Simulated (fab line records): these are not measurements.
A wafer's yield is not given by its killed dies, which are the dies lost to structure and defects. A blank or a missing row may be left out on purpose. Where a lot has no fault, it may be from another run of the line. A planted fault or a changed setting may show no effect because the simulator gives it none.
Struck lot and sound lot, side by side ; flow sky130 ; 28 out of 708 route steps
Sound: these wafers, L629.1, L629.3, L629.6. Struck: wafers L643.1, L643.6. (L643.2 of the same lot was not struck and is left out.) The cause comes at the end.
Per side, at each step with rows, come the tool, then ch with its chambers, and then its first start. Under that, the readings that differ: sound wafers ; struck wafers ; difference of the means ; sigmas: that difference in standard deviations of wafers without a fault.
alike: words and numbers the same on both sides, and readings whose means are apart by under 2 such deviations; not compared: readings that were withheld, readings missing a value for some wafer, numbers with overlapping values and no deviation given by the record, and bounds like >300 which may hide the same value.
Wherever a step has rows on one side only, a row that says differs or no value, or a row with sigmas, the two part there. Numbers that don't overlap but have no deviation are shown without sigmas and don't part them. A reading missing from all wafers of one side parts the sides only when that side holds two or more wafers.

SKY_VIA4_ETCH_12: etches SiO2 in C4F8/O2/Ar, stops on TiN, target depth 580 nm.
  sound on rie-diel-04 ch 1,3, day 42 12:29; struck on rie-diel-02 ch 0,2, day 46 09:32
  alike: oes-product-au
SKY_VIA4_STRIP_13: strips in O2/N2.
  sound on plasma-asher-01 ch 0,1, day 42 12:33; struck on plasma-asher-02 ch 0,1, day 46 09:36
  alike: drypump-motor-current-A, o2-flow-sccm, oes-product-au, strip-time-to-endpoint-s
  not compared: rf-hours-counter-h
then, 3 steps without rows for these wafers: SKY_VIA4_STRIP_14 (strips in post etch residue remover, time 1200 s); SKY_VIA4_CLEAN_15 (cleans in IPA, time 180 s); SKY_VIA4_CLEAN_16 (cleans in O3/DIW).
SKY_VIA4_SPUTTER_17: material TiN, target thk 20 nm, time 80 s.
  struck on pvd-sputter-02, day 46 10:17; sound on pvd-sputter-02, day 42 13:09
  alike: cathode-dc-power-W, throttle-valve-pct
then, 1 step without rows for these wafers: SKY_VIA4_CVD_18 (deposits W, target thk 505 nm, time 152.14 s).
SKY_VIA4_RS_MEAS_19: a four-point-probe measurement.
  struck on film-metro-01, day 46 10:38; sound on film-metro-01, day 42 13:22
  alike: VIA4_W_RS
SKY_VIA4_THK_MEAS_20: measures by xrf.
  struck on film-metro-01, day 46 10:46; sound on film-metro-01, day 42 13:29
  alike: VIA4_W_THK
SKY_VIA4_CMP_21: polishes, stops on SiO2, t overpolish 25 s, target thk 0 nm.
  sound on cmp-01 ch 0,3, day 42 13:32; struck on cmp-01 ch 1, day 46 10:49
  alike: head-pressure-psi, motor-current-A, overpolish-run-s, platen-rpm, time-to-endpoint-s
then, 2 steps without rows for these wafers: SKY_METAL5_SPUTTER_00 (material Ti, target thk 15 nm, time 10 s); SKY_METAL5_SPUTTER_01 (material TiN, target thk 20 nm, time 16.7 s).
SKY_METAL5_SPUTTER_02: material AlCu, target thk 1150 nm, time 61.2 s.
  struck on pvd-sputter-03, day 46 11:11; sound on pvd-sputter-01, day 42 13:53
reading;sound;struck;difference;sigmas
model.AlCu_of_METAL5_SPUTTER_02.thk-nm (nm);1132 1127 1157;1052 1052;-87;
  alike: cathode-dc-power-W, throttle-valve-pct
then, 2 steps without rows for these wafers: SKY_METAL5_SPUTTER_03 (material Ti, target thk 5 nm, time 3.3 s); SKY_METAL5_SPUTTER_04 (material TiN, target thk 70 nm, time 58.3 s).
SKY_METAL5_RS_MEAS_05: a four-point-probe measurement.
  struck on film-metro-03, day 46 11:19; sound on film-metro-01, day 42 14:01
reading;sound;struck;difference;sigmas
METAL5_ALCU_RS (ohm/sq);0.0275 0.0277 0.0269;0.0297 0.0296;+0.0023;+7
SKY_METAL5_THK_MEAS_06: measures by xrf.
  struck on film-metro-03, day 46 11:26; sound on film-metro-01, day 42 14:08
reading;sound;struck;difference;sigmas
METAL5_ALCU_THK (nm);1140 1136 1163;1046 1048;-99;-7
then, 8 steps without rows for these wafers: SKY_METAL5_DEHYDRATE_07 (time 60 s); SKY_METAL5_HMDS_08 (prime time 60 s); SKY_METAL5_COAT_09 (resist thk 1800 nm); SKY_METAL5_SOFTBAKE_10 (time 60 s); SKY_METAL5_EXPOSE_11 (exposes mask MM5, target cd 1600 nm); SKY_METAL5_PEB_12; SKY_METAL5_DEVELOP_13 (develop time 60 s); SKY_METAL5_DESCUM_14 (chemistry O2, time 11 s).
SKY_METAL5_METAL_ETCH_15: etches the open film in Cl2/BCl3, stops on SiO2, target depth 1260 nm, time 252 s.
  sound on rie-metal-01 ch 1, day 43 12:37; struck on rie-metal-03 ch 0,1, day 47 07:26
reading;sound;struck;difference;sigmas
oes-product-au (a.u.);0.900 0.888 0.894;0.858 0.853;-0.039;-8
  alike: bcl3-flow-sccm, drypump-motor-current-A, he-backside-leak-sccm, mfc-cl2-sccm, throttle-valve-pct
  not compared: rf-hours-counter-h
SKY_METAL5_STRIP_16: strips in O2/N2.
  sound on plasma-asher-03 ch 0,1, day 43 12:50; struck on plasma-asher-04 ch 0,1, day 47 07:40
  alike: drypump-motor-current-A, o2-flow-sccm, oes-product-au, strip-time-to-endpoint-s
  not compared: rf-hours-counter-h
SKY_PAD_OPEN_PROBE_99:
  struck on prober-02, day 48 23:34; sound on prober-02, day 45 11:57
reading;sound;struck;difference;sigmas
model.etest.met5.rs-ohm-sq;0.02722 0.02767 0.02686;0.02987 0.02969;+0.00253;
model.etest.met5.line-ohm-um;0.01713 0.01733 0.01698;0.01874 0.01863;+0.00154;
  alike: defect-limited-yield, killed_at_M0_to_M3, killed_at_M4_up, killed-at-contacts, killed-at-front-end, killed-at-other, killed-dies, killed-open, killed-short, sort_bin_3_pad_short, sort_bin_5_function, sort_bin_6_memory, sort-n-pass, sort-yield-pct

## WHERE THEY PART
Earliest at SKY_METAL5_RS_MEAS_05; latest, in this record, at SKY_METAL5_METAL_ETCH_15. Later steps at which nothing parts them and some readings are alike: SKY_METAL5_STRIP_16, SKY_PAD_OPEN_PROBE_99.

WHY: what had been put in by the simulator
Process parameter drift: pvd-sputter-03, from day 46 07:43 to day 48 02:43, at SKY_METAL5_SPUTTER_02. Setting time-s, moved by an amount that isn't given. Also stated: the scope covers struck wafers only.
